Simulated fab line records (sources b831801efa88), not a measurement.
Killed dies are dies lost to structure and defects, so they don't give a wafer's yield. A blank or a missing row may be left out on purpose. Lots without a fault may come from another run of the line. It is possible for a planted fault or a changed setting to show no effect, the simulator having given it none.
Which of the tools did it? || flow sky130 || Sampling: 13 lots, 39 wafers, 4 of 708 route steps

WHAT THE GAUGES SHOWED, per wafer
SKY_LI_CONTACT_BOW_MEAS_03. Usual: for LI_CONTACT_BOW the level is 57 um and the standard deviation is 7.
{"lot": "L214", "measured": "day 28 17:53", "on": "filmMetro-04", "LI_CONTACT_BOW (um)": "65 55 57", "flag": ""}
{"lot": "L215", "measured": "day 29 05:16", "on": "filmMetro-03", "LI_CONTACT_BOW (um)": "57 52 59", "flag": ""}
{"lot": "L216", "measured": "day 29 08:35", "on": "filmMetro-03", "LI_CONTACT_BOW (um)": "59 60 57", "flag": ""}
{"lot": "L217", "measured": "day 29 21:23", "on": "filmMetro-04", "LI_CONTACT_BOW (um)": "60 47 59", "flag": ""}
{"lot": "L219", "measured": "day 30 08:16", "on": "filmMetro-01", "LI_CONTACT_BOW (um)": "68 61 55", "flag": ""}
{"lot": "L221", "measured": "day 31 07:37", "on": "filmMetro-03", "LI_CONTACT_BOW (um)": "53 56 53", "flag": ""}
{"lot": "L228", "measured": "day 33 12:14", "on": "filmMetro-01", "LI_CONTACT_BOW (um)": "45 55 60", "flag": ""}
{"lot": "L229", "measured": "day 33 19:01", "on": "filmMetro-04", "LI_CONTACT_BOW (um)": "53 50 77", "flag": ""}
{"lot": "L231", "measured": "day 34 12:33", "on": "filmMetro-01", "LI_CONTACT_BOW (um)": "51 52 55", "flag": ""}
{"lot": "L232", "measured": "day 34 14:56", "on": "filmMetro-04", "LI_CONTACT_BOW (um)": "56 69 57", "flag": ""}
{"lot": "L234", "measured": "day 35 07:00", "on": "filmMetro-03", "LI_CONTACT_BOW (um)": "53 60 57", "flag": ""}
{"lot": "L236", "measured": "day 35 18:16", "on": "filmMetro-03", "LI_CONTACT_BOW (um)": "37 55 56", "flag": ""}
{"lot": "L237", "measured": "day 35 21:16", "on": "filmMetro-04", "LI_CONTACT_BOW (um)": "60 55 55", "flag": ""}

SKY_LI_CONTACT_CD_MEAS_12: the cd target is 170 nm. Usual: cdNm 169.8 nm, standard deviation 1.9.
{"lot": "L214", "measured": "day 29 22:14", "on": "cdSem-02", "cdNm (nm)": "171.1 170.6 169.8", "flag": ""}
{"lot": "L215", "measured": "day 30 08:48", "on": "cdSem-02", "cdNm (nm)": "172.5 171.8 173.1", "flag": ""}
{"lot": "L216", "measured": "day 30 12:00", "on": "cdSem-02", "cdNm (nm)": "168.9 168.1 168.0", "flag": ""}
{"lot": "L217", "measured": "day 31 02:03", "on": "cdSem-01", "cdNm (nm)": "169.2 168.6 169.0", "flag": ""}
{"lot": "L219", "measured": "day 31 13:04", "on": "cdSem-02", "cdNm (nm)": "171.1 170.5 169.7", "flag": ""}
{"lot": "L221", "measured": "day 32 12:20", "on": "cdSem-02", "cdNm (nm)": "169.3 169.2 169.9", "flag": ""}
{"lot": "L228", "measured": "day 34 15:50", "on": "cdSem-01", "cdNm (nm)": "170.2 170.2 170.9", "flag": ""}
{"lot": "L229", "measured": "day 34 22:23", "on": "cdSem-01", "cdNm (nm)": "169.0 167.7 167.2", "flag": ""}
{"lot": "L231", "measured": "day 35 15:54", "on": "cdSem-01", "cdNm (nm)": "169.7 170.5 170.7", "flag": ""}
{"lot": "L232", "measured": "day 35 17:59", "on": "cdSem-01", "cdNm (nm)": "171.8 171.8 175.3", "flag": ""}
{"lot": "L234", "measured": "day 36 09:49", "on": "cdSem-02", "cdNm (nm)": "169.5 169.5 168.6", "flag": ""}
{"lot": "L236", "measured": "day 36 20:50", "on": "cdSem-01", "cdNm (nm)": "169.0 168.3 168.4", "flag": ""}
{"lot": "L237", "measured": "day 36 23:58", "on": "cdSem-02", "cdNm (nm)": "172.8 172.1 174.1", "flag": ""}

WHAT TOOL EACH LOT RAN ON (gives the tool, then ch and the chambers of the sampled wafers, and finally the start)
{"lot": "L214", "SKY_POLY_CUT_ETCH_10": "rieDiel-03 ch 0,2, day 24 22:09", "SKY_LI_CONTACT_SOFTBAKE_08": "lithoTrack-01 ch 0, day 29 08:00"}
{"lot": "L215", "SKY_POLY_CUT_ETCH_10": "rieDiel-04 ch 0,3, day 25 10:04", "SKY_LI_CONTACT_SOFTBAKE_08": "lithoTrack-03 ch 0, day 29 18:00"}
{"lot": "L216", "SKY_POLY_CUT_ETCH_10": "rieDiel-04 ch 0,3, day 25 12:55", "SKY_LI_CONTACT_SOFTBAKE_08": "lithoTrack-04 ch 0, day 29 22:00"}
{"lot": "L217", "SKY_POLY_CUT_ETCH_10": "rieDiel-03 ch 0,2,3, day 26 02:39", "SKY_LI_CONTACT_SOFTBAKE_08": "lithoTrack-01 ch 0, day 30 11:00"}
{"lot": "L219", "SKY_POLY_CUT_ETCH_10": "rieDiel-01 ch 0,1,3, day 26 14:49", "SKY_LI_CONTACT_SOFTBAKE_08": "lithoTrack-04 ch 0, day 30 22:00"}
{"lot": "L221", "SKY_POLY_CUT_ETCH_10": "rieDiel-03 ch 1,2, day 27 15:21", "SKY_LI_CONTACT_SOFTBAKE_08": "lithoTrack-01 ch 0, day 31 21:00"}
{"lot": "L228", "SKY_POLY_CUT_ETCH_10": "rieDiel-03 ch 0,3, day 29 21:34", "SKY_LI_CONTACT_SOFTBAKE_08": "lithoTrack-01 ch 0, day 34 01:00"}
{"lot": "L229", "SKY_POLY_CUT_ETCH_10": "rieDiel-03 ch 0,1,3, day 30 04:49", "SKY_LI_CONTACT_SOFTBAKE_08": "lithoTrack-04 ch 0, day 34 08:00"}
{"lot": "L231", "SKY_POLY_CUT_ETCH_10": "rieDiel-04 ch 2,3, day 31 00:09", "SKY_LI_CONTACT_SOFTBAKE_08": "lithoTrack-04 ch 0, day 35 01:00"}
{"lot": "L232", "SKY_POLY_CUT_ETCH_10": "rieDiel-01 ch 0,1, day 31 02:33", "SKY_LI_CONTACT_SOFTBAKE_08": "lithoTrack-03 ch 0, day 35 04:00"}
{"lot": "L234", "SKY_POLY_CUT_ETCH_10": "rieDiel-03 ch 0,1,3, day 31 18:09", "SKY_LI_CONTACT_SOFTBAKE_08": "lithoTrack-01 ch 0, day 35 20:00"}
{"lot": "L236", "SKY_POLY_CUT_ETCH_10": "rieDiel-04 ch 0,3, day 32 07:04", "SKY_LI_CONTACT_SOFTBAKE_08": "lithoTrack-01 ch 0, day 36 07:00"}
{"lot": "L237", "SKY_POLY_CUT_ETCH_10": "rieDiel-03 ch 0,1,2, day 32 09:16", "SKY_LI_CONTACT_SOFTBAKE_08": "lithoTrack-01 ch 0, day 36 10:00"}
- SKY_POLY_CUT_ETCH_10: etches BARC in N2/H2, stops on SiO2, time 45.9 s, target depth 60 nm.
- SKY_LI_CONTACT_SOFTBAKE_08: time 90 s.

WHAT THE TOOLS THEMSELVES READ (means of the sampled wafers that have a number; where no wafer has one, the mark that the record gives instead)
SKY_POLY_CUT_ETCH_10. Usual: biasW 100.0 W, standard deviation 0.33; drypumpMotorCurrentA 5.7 A, standard deviation 0.47; oesProductAu 0.855 a.u., standard deviation 0.0045; throttleValvePct 13.225 %, standard deviation 0.0089.
{"lot": "L214", "tool": "rieDiel-03", "biasW (W)": 100.1, "drypumpMotorCurrentA (A)": 5.5, "oesProductAu (a.u.)": 0.858, "throttleValvePct (%)": 13.230, "flag": ""}
{"lot": "L215", "tool": "rieDiel-04", "biasW (W)": 99.6, "drypumpMotorCurrentA (A)": 6.2, "oesProductAu (a.u.)": 0.856, "throttleValvePct (%)": 13.228, "flag": ""}
{"lot": "L216", "tool": "rieDiel-04", "biasW (W)": 100.2, "drypumpMotorCurrentA (A)": 6.3, "oesProductAu (a.u.)": 0.856, "throttleValvePct (%)": 13.226, "flag": ""}
{"lot": "L217", "tool": "rieDiel-03", "biasW (W)": 99.9, "drypumpMotorCurrentA (A)": 5.5, "oesProductAu (a.u.)": 0.854, "throttleValvePct (%)": 13.219, "flag": ""}
{"lot": "L219", "tool": "rieDiel-01", "biasW (W)": 100.2, "drypumpMotorCurrentA (A)": 5.9, "oesProductAu (a.u.)": 0.853, "throttleValvePct (%)": 13.228, "flag": ""}
{"lot": "L221", "tool": "rieDiel-03", "biasW (W)": 100.0, "drypumpMotorCurrentA (A)": 6.0, "oesProductAu (a.u.)": 0.849, "throttleValvePct (%)": 13.229, "flag": ""}
{"lot": "L228", "tool": "rieDiel-03", "biasW (W)": 100.0, "drypumpMotorCurrentA (A)": 5.3, "oesProductAu (a.u.)": 0.856, "throttleValvePct (%)": 13.240, "flag": ""}
{"lot": "L229", "tool": "rieDiel-03", "biasW (W)": 100.3, "drypumpMotorCurrentA (A)": 5.5, "oesProductAu (a.u.)": 0.854, "throttleValvePct (%)": 13.222, "flag": ""}
{"lot": "L231", "tool": "rieDiel-04", "biasW (W)": 99.7, "drypumpMotorCurrentA (A)": 5.8, "oesProductAu (a.u.)": 0.858, "throttleValvePct (%)": 13.223, "flag": ""}
{"lot": "L232", "tool": "rieDiel-01", "biasW (W)": 100.0, "drypumpMotorCurrentA (A)": 6.1, "oesProductAu (a.u.)": 0.856, "throttleValvePct (%)": 13.228, "flag": ""}
{"lot": "L234", "tool": "rieDiel-03", "biasW (W)": 100.0, "drypumpMotorCurrentA (A)": 5.5, "oesProductAu (a.u.)": 0.855, "throttleValvePct (%)": 13.223, "flag": ""}
{"lot": "L236", "tool": "rieDiel-04", "biasW (W)": 100.0, "drypumpMotorCurrentA (A)": 6.2, "oesProductAu (a.u.)": 0.854, "throttleValvePct (%)": 13.219, "flag": ""}
{"lot": "L237", "tool": "rieDiel-03", "biasW (W)": 99.8, "drypumpMotorCurrentA (A)": 5.7, "oesProductAu (a.u.)": 0.857, "throttleValvePct (%)": 13.218, "flag": ""}

SKY_LI_CONTACT_SOFTBAKE_08. Usual: heaterPowerTotalW 57.36 W, standard deviation 0.11; plateTempC 100.02 C, standard deviation 0.11.
{"lot": "L214", "tool": "lithoTrack-01", "heaterPowerTotalW (W)": 57.39, "plateTempC (C)": 100.08, "flag": ""}
{"lot": "L215", "tool": "lithoTrack-03", "heaterPowerTotalW (W)": 57.47, "plateTempC (C)": 100.19, "flag": ""}
{"lot": "L216", "tool": "lithoTrack-04", "heaterPowerTotalW (W)": 57.34, "plateTempC (C)": 99.86, "flag": ""}
{"lot": "L217", "tool": "lithoTrack-01", "heaterPowerTotalW (W)": 57.32, "plateTempC (C)": 99.99, "flag": ""}
{"lot": "L219", "tool": "lithoTrack-04", "heaterPowerTotalW (W)": 57.32, "plateTempC (C)": 99.99, "flag": ""}
{"lot": "L221", "tool": "lithoTrack-01", "heaterPowerTotalW (W)": 57.28, "plateTempC (C)": 100.08, "flag": ""}
{"lot": "L228", "tool": "lithoTrack-01", "heaterPowerTotalW (W)": 57.36, "plateTempC (C)": 100.11, "flag": ""}
{"lot": "L229", "tool": "lithoTrack-04", "heaterPowerTotalW (W)": 53.94, "plateTempC (C)": 95.57, "flag": "OFF"}
{"lot": "L231", "tool": "lithoTrack-04", "heaterPowerTotalW (W)": 53.82, "plateTempC (C)": 95.60, "flag": "OFF"}
{"lot": "L232", "tool": "lithoTrack-03", "heaterPowerTotalW (W)": 57.40, "plateTempC (C)": 100.07, "flag": ""}
{"lot": "L234", "tool": "lithoTrack-01", "heaterPowerTotalW (W)": 57.20, "plateTempC (C)": 99.98, "flag": ""}
{"lot": "L236", "tool": "lithoTrack-01", "heaterPowerTotalW (W)": 57.36, "plateTempC (C)": 100.00, "flag": ""}
{"lot": "L237", "tool": "lithoTrack-01", "heaterPowerTotalW (W)": 57.40, "plateTempC (C)": 99.96, "flag": ""}

THE ANSWER, worked out from the rows above alone
Rule: a lot counts as off when the mean over its wafers that have a number is more than 3 standard deviations away from the usual mean. A lot without any number at a reading at which 4 lots or more have one is off too. Where the step has rows for the other lots, those lots are counted as sound. First the gauges in route order, then the tools' own readings, where a lot's mean is used as printed above. The first step at which some lot is off is used, and at that step the reading that is off furthest; a lot without a number counts as furthest.
Off at SKY_LI_CONTACT_SOFTBAKE_08 (plateTempC): L229, L231.
A tool fits if, at that step or a process step before it, it ran every lot that is off, and no sound lot after the first of them. One fits: lithoTrack-04 at SKY_LI_CONTACT_SOFTBAKE_08. A fault onset in the window from L219 (day 30 22:00, its last sound lot) to L229 (day 34 08:00, its first lot off) fits.
The tool's own readings at SKY_LI_CONTACT_SOFTBAKE_08 bear it out: on the lots that are off they differ by more than 5 times the standard deviation of the sound lots' means. heaterPowerTotalW reads 53.88 W there against 57.35 W on the sound lots; plateTempC reads 95.58 C there against 100.03 C on the sound lots.

WHAT WAS PUT IN BY THE SIMULATOR
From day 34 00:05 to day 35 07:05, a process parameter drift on lithoTrack-04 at SKY_LI_CONTACT_SOFTBAKE_08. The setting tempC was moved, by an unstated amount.
Lots struck among those shown: L229, L231. The rule given above showed the same thing.
